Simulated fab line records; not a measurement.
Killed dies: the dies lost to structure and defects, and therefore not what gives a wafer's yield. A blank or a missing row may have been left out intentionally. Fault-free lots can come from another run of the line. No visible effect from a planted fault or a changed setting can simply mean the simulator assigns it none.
Which of the tools did it? -- flow gf180mcu -- 45 wafers from 15 lots sampled at 2 of the route's 602 steps

WHAT THE GAUGES SHOWED, per wafer
GF_V3_OVL_MEAS_15. Usual: V3_OVL -3 nm, standard deviation 5.5.
lot,measured,on,V3_OVL (nm),flag
L683,day 22 17:19,overlay-01,-16 -10 1,
L684,day 22 22:13,overlay-01,-8 -2 -9,
L685,day 23 05:36,overlay-02,2 1 -4,
L686,day 23 14:28,overlay-02,-10 0 3,
L687,day 23 21:23,overlay-02,-9 -10 -2,
L689,day 24 15:50,overlay-01,7 -3 -1,
L690,day 25 04:56,overlay-02,3 12 -4,
L693,day 26 01:07,overlay-02,-8 -8 -10,
L695,day 26 17:01,overlay-01,6 7 -7,
L701,day 28 13:42,overlay-02,-6 -4 4,
L702,day 28 21:36,overlay-01,3 0 5,
L703,day 29 04:08,overlay-01,1 -1 -1,
L704,day 29 10:56,overlay-02,0 2 5,
L705,day 29 13:57,overlay-02,-3 0 4,
L706,day 29 21:59,overlay-02,-1 -6 1,

WHICH TOOL RAN EACH LOT (tool, then ch and the chambers of the sampled wafers, then the start)
lot,GF_M3_SPUTTER_00
L683,"pvdSputter-01, day 20 15:58"
L684,"pvdSputter-01, day 20 21:12"
L685,"pvdSputter-02, day 21 04:22"
L686,"pvdSputter-03, day 21 14:26"
L687,"pvdSputter-01, day 21 21:13"
L689,"pvdSputter-01, day 22 16:34"
L690,"pvdSputter-03, day 23 07:25"
L693,"pvdSputter-03, day 24 04:13"
L695,"pvdSputter-03, day 24 21:08"
L701,"pvdSputter-01, day 26 19:13"
L702,"pvdSputter-01, day 27 03:50"
L703,"pvdSputter-02, day 27 10:43"
L704,"pvdSputter-03, day 27 18:54"
L705,"pvdSputter-03, day 27 21:06"
L706,"pvdSputter-02, day 28 06:37"
- GF_M3_SPUTTER_00: material Ti, target thk 37.5 nm, time 150 s.

WHAT THE TOOLS THEMSELVES READ (means of the sampled wafers that have a number; where no wafer has one, the mark that the record gives instead)
GF_M3_SPUTTER_00. Usual: cathodeDcPowerW 3999.9 W, standard deviation 0.78; throttleValvePct 30.0 %, standard deviation 1.1.
lot,tool,cathodeDcPowerW (W),throttleValvePct (%),flag
L683,pvdSputter-01,3999.7,29.7,
L684,pvdSputter-01,3999.9,29.0,
L685,pvdSputter-02,4000.1,31.3,
L686,pvdSputter-03,4000.2,29.2,
L687,pvdSputter-01,3999.3,30.1,
L689,pvdSputter-01,3999.8,29.8,
L690,pvdSputter-03,4000.4,29.4,
L693,pvdSputter-03,3999.8,29.6,
L695,pvdSputter-03,3999.3,30.2,
L701,pvdSputter-01,4000.2,30.5,
L702,pvdSputter-01,3999.6,30.7,
L703,pvdSputter-02,3999.5,29.5,
L704,pvdSputter-03,4000.1,30.3,
L705,pvdSputter-03,4000.1,30.1,
L706,pvdSputter-02,4000.0,31.4,

THE ANSWER, worked out from the rows above alone
Rule: take the mean of a lot's wafers that have a number; if it is more than 3 standard deviations from the usual mean, the lot is off. Also off: a lot with no number at a reading for which 4 or more lots have one. Where the step has rows for the other lots, those lots are counted as sound. Order of review: gauges by route order, followed by the tools' own readings, for which a lot's mean as printed above is used. At the first step where some lot is off, the reading lying furthest off is the one used; lots without a number count as furthest.
Across all readings shown, no lot is off: no conclusion can be drawn from this.

WHAT THE SIMULATOR HAD INSERTED
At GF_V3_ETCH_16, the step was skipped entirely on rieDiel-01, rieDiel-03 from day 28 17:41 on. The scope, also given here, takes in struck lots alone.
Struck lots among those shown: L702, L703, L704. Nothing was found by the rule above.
